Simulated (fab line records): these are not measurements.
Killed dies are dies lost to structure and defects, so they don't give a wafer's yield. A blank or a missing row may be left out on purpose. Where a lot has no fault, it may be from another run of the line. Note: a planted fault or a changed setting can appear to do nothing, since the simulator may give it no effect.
Which tool did it? + flow gf180mcu + 18 wafers from 6 lots sampled at 4 of the route's 602 steps

WHAT EACH GAUGE READ, for each wafer
GF_PASSIVATION_THK_MEAS_01.
| lot  | measured     | on            | PASSIVATION_CVD_00_THK (nm) |
|------|--------------|---------------|-----------------------------|
| L921 | day 28 22:56 | film metro-04 | 979 989 990                 |
| L925 | day 29 22:51 | film metro-01 | 994 1022 1012               |
| L927 | day 30 18:14 | film metro-04 | 988 993 1008                |
| L929 | day 30 22:20 | film metro-02 | 1000 994 1013               |
| L932 | day 31 16:04 | film metro-02 | 989 1002 1008               |
| L934 | day 32 08:46 | film metro-01 | 989 989 1005                |

WHAT TOOL EACH LOT RAN ON (gives the tool, then ch and the chambers of the sampled wafers, and finally the start)
| lot  | GF_M2_SPUTTER_04             | GF_V5_SPUTTER_22             | GF_TOP_METAL_SPUTTER_02      |
|------|------------------------------|------------------------------|------------------------------|
| L921 | pvd sputter-01, day 18 23:22 | pvd sputter-02, day 27 21:17 | pvd sputter-02, day 27 22:03 |
| L925 | pvd sputter-01, day 20 10:34 | pvd sputter-03, day 29 02:23 | pvd sputter-04, day 29 03:09 |
| L927 | pvd sputter-01, day 21 05:11 | pvd sputter-02, day 29 21:34 | pvd sputter-04, day 29 22:19 |
| L929 | pvd sputter-02, day 21 21:53 | pvd sputter-04, day 30 02:20 | pvd sputter-01, day 30 03:13 |
| L932 | pvd sputter-02, day 22 18:55 | pvd sputter-04, day 30 20:29 | pvd sputter-02, day 30 21:15 |
| L934 | pvd sputter-02, day 23 17:41 | pvd sputter-03, day 31 14:10 | pvd sputter-02, day 31 15:04 |
- GF_M2_SPUTTER_04: material TiN, target thk 50 nm, time 41.7 s.
- GF_V5_SPUTTER_22: material TiN, target thk 10 nm, time 40 s.
- GF_TOP_METAL_SPUTTER_02: material AlCu, target thk 900 nm, time 47.82 s.

THE ANSWER, worked out from the rows above alone
Rule: usual is defined by the lots themselves. The widest of any qualifying gaps counts: lots, ordered by their means at a reading, are off when they make up no more than a third of the lots, leave a main group of 4 or more, and stand apart from it by 3 or more times the standard deviation of that group's means. If all means in a main group match to the digits the tables above print for the reading, that group is not used. A lot without any number at a reading at which 4 lots or more have one is off too. All remaining lots with rows at the step are treated as sound.
No lot is off on any of the readings shown, so nothing can be concluded from this.

WHAT THE SIMULATOR PUT IN
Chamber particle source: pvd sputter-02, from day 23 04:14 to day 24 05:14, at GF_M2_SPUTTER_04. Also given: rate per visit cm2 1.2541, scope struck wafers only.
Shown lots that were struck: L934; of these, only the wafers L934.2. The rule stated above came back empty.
